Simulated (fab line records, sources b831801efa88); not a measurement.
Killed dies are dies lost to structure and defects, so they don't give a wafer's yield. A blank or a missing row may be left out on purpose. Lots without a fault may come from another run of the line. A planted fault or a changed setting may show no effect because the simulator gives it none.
A struck lot beside a sound one | flow gf180mcu | 43 steps out of a route of 602
Sound: wafers L871.1, L871.2, L871.6. Struck: wafers L890.2, L890.4, L890.5. The cause comes at the end.
At each step with rows: each side's tool, then ch and its chambers, then its first start. Under that, the readings that differ: sound wafers | struck wafers | difference of the means | sigmas: that difference in standard deviations of wafers without a fault.
alike: readings whose means differ by less than 2 such deviations, and words and numbers that are the same on both sides. not compared: withheld readings, readings that some wafer has no value for, bounds like >300 that may hide the same value, and numbers for which the record gives no deviation and whose values overlap.
The two part at a step that has a row with sigmas, a row that says differs or no value, or rows on one side only. Numbers that don't overlap but have no deviation are shown without sigmas and don't part them. A reading that every wafer of one side lacks parts them only if that side has two wafers or more.

first, 2 steps without rows for these wafers: GF_NWELL_IMPLANT_08; GF_NWELL_IMPLANT_09.
GF_NWELL_STRIP_10: strips in O2/N2.
  sound on plasma_asher-01 ch 0,1, day 3 09:49; struck on plasma_asher-04 ch 0, day 7 15:32
  reading                      | sound             | struck            | difference | sigmas
  strip_time_to_endpoint_s (s) | 37.08 36.98 37.17 | 36.80 36.83 36.92 | -0.23      | -2
  alike: drypump_motor_current_A, heater_power_w, n2_flow_sccm, o2_flow_sccm, oes_product_au
  not compared: rf_hours_counter_h
GF_NWELL_TW_MEAS_11:
  sound on film_metro-01, day 3 09:55; struck on film_metro-01, day 7 15:38
  alike: NWELL_TW
then, 7 steps without rows for these wafers: GF_LVPWELL_DEHYDRATE_00 (time 60 s); GF_LVPWELL_HMDS_01 (prime time 60 s); GF_LVPWELL_COAT_02 (resist thk 3000 nm); GF_LVPWELL_SOFTBAKE_03; GF_LVPWELL_EXPOSE_04 (exposes mask LVPWELL, target cd 600 nm); GF_LVPWELL_PEB_05; GF_LVPWELL_DEVELOP_06 (develop time 60 s).
GF_LVPWELL_OVL_MEAS_07:
  sound on overlay-01, day 3 23:23; struck on overlay-02, day 8 07:34
  alike: LVPWELL_OVL
GF_LVPWELL_IMPLANT_08:
  sound on implanter-03 ch 0, day 3 23:25; struck on implanter-03 ch 0, day 8 07:37
  reading                   | sound                           | struck                          | difference | sigmas
  dose_ions_cm2             | 1.501e+13 1.5018e+13 1.5037e+13 | 1.499e+13 1.4995e+13 1.4987e+13 | -3.100e+10 | -2
  implant_ion_amu           | 11 11 11                        | 31 31 31                        | +20        |
  model.implant.rp_nm (nm)  | 484.9 484.9 484.9               | 202.5 202.5 202.5               | -282.4     |
  model.implant.drp_nm (nm) | 102.4 102.4 102.4               | 68.9 68.9 68.9                  | -33.5      |
  alike: end_station_pressure_torr
then, 1 step without rows for these wafers: GF_LVPWELL_IMPLANT_09.
GF_LVPWELL_STRIP_10: strips in O2/N2.
  sound on plasma_asher-04 ch 0,1, day 3 23:43; struck on plasma_asher-03 ch 0,1, day 8 07:53
  alike: drypump_motor_current_A, heater_power_w, n2_flow_sccm, o2_flow_sccm, oes_product_au, strip_time_to_endpoint_s
  not compared: rf_hours_counter_h
GF_LVPWELL_TW_MEAS_11:
  sound on film_metro-02, day 3 23:49; struck on film_metro-03, day 8 08:00
  reading    | sound       | struck         | difference | sigmas
  LVPWELL_TW | 564 563 561 | 1329 1320 1328 | +763       | +99 or more
then, 7 steps without rows for these wafers: GF_MVSD_DEHYDRATE_00 (time 60 s); GF_MVSD_HMDS_01 (prime time 60 s); GF_MVSD_COAT_02 (resist thk 3000 nm); GF_MVSD_SOFTBAKE_03; GF_MVSD_EXPOSE_04 (exposes mask MVSD, target cd 1000 nm); GF_MVSD_PEB_05; GF_MVSD_DEVELOP_06 (develop time 60 s).
GF_MVSD_OVL_MEAS_07:
  sound on overlay-01, day 4 13:16; struck on overlay-01, day 9 00:34
  alike: MVSD_OVL
then, 2 steps without rows for these wafers: GF_MVSD_IMPLANT_08; GF_MVSD_IMPLANT_09.
GF_MVSD_STRIP_10: strips in O2/N2.
  sound on plasma_asher-03 ch 0,1, day 4 13:35; struck on plasma_asher-02 ch 0,1, day 9 00:53
  alike: drypump_motor_current_A, heater_power_w, n2_flow_sccm, o2_flow_sccm, oes_product_au, strip_time_to_endpoint_s
  not compared: rf_hours_counter_h
GF_MVSD_TW_MEAS_11:
  sound on film_metro-01, day 4 13:41; struck on film_metro-03, day 9 01:00
  reading | sound          | struck         | difference | sigmas
  MVSD_TW | 1575 1583 1565 | 1601 1601 1611 | +30        | +2
then, 7 steps without rows for these wafers: GF_MVPSD_DEHYDRATE_00 (time 60 s); GF_MVPSD_HMDS_01 (prime time 60 s); GF_MVPSD_COAT_02 (resist thk 3000 nm); GF_MVPSD_SOFTBAKE_03; GF_MVPSD_EXPOSE_04 (exposes mask MVPSD, target cd 1000 nm); GF_MVPSD_PEB_05; GF_MVPSD_DEVELOP_06 (develop time 60 s).
GF_MVPSD_OVL_MEAS_07:
  sound on overlay-02, day 5 03:43; struck on overlay-02, day 9 17:45
  alike: MVPSD_OVL
then, 2 steps without rows for these wafers: GF_MVPSD_IMPLANT_08; GF_MVPSD_IMPLANT_09.
GF_MVPSD_STRIP_10: strips in O2/N2.
  sound on plasma_asher-01 ch 0,1, day 5 04:02; struck on plasma_asher-01 ch 0,1, day 9 18:05
  reading                      | sound             | struck            | difference | sigmas
  strip_time_to_endpoint_s (s) | 37.14 37.00 36.94 | 36.82 36.78 36.76 | -0.24      | -2
  alike: drypump_motor_current_A, heater_power_w, n2_flow_sccm, o2_flow_sccm, oes_product_au
  not compared: rf_hours_counter_h
GF_MVPSD_TW_MEAS_11:
  sound on film_metro-02, day 5 04:08; struck on film_metro-03, day 9 18:11
  alike: MVPSD_TW
then, 2 steps without rows for these wafers: GF_VT_IMPLANT_DEHYDRATE_00 (time 60 s); GF_VT_IMPLANT_HMDS_01 (prime time 60 s).
-- the record jumps here: 3 days lie between the struck wafers' starts before and after --
GF_VT_IMPLANT_RS_MEAS_48: measures by four-point-probe.
  sound on film_metro-01, day 7 17:04; struck on film_metro-03, day 12 19:32
  reading             | sound          | struck | difference                    | sigmas
  LVPWELL_RS (ohm/sq) | 1200 1197 1198 | - - -  | no value on the struck wafers |

WHERE THEY PART
First at GF_NWELL_STRIP_10; last, within this record, at GF_VT_IMPLANT_RS_MEAS_48.

WHY: what the simulator had put in
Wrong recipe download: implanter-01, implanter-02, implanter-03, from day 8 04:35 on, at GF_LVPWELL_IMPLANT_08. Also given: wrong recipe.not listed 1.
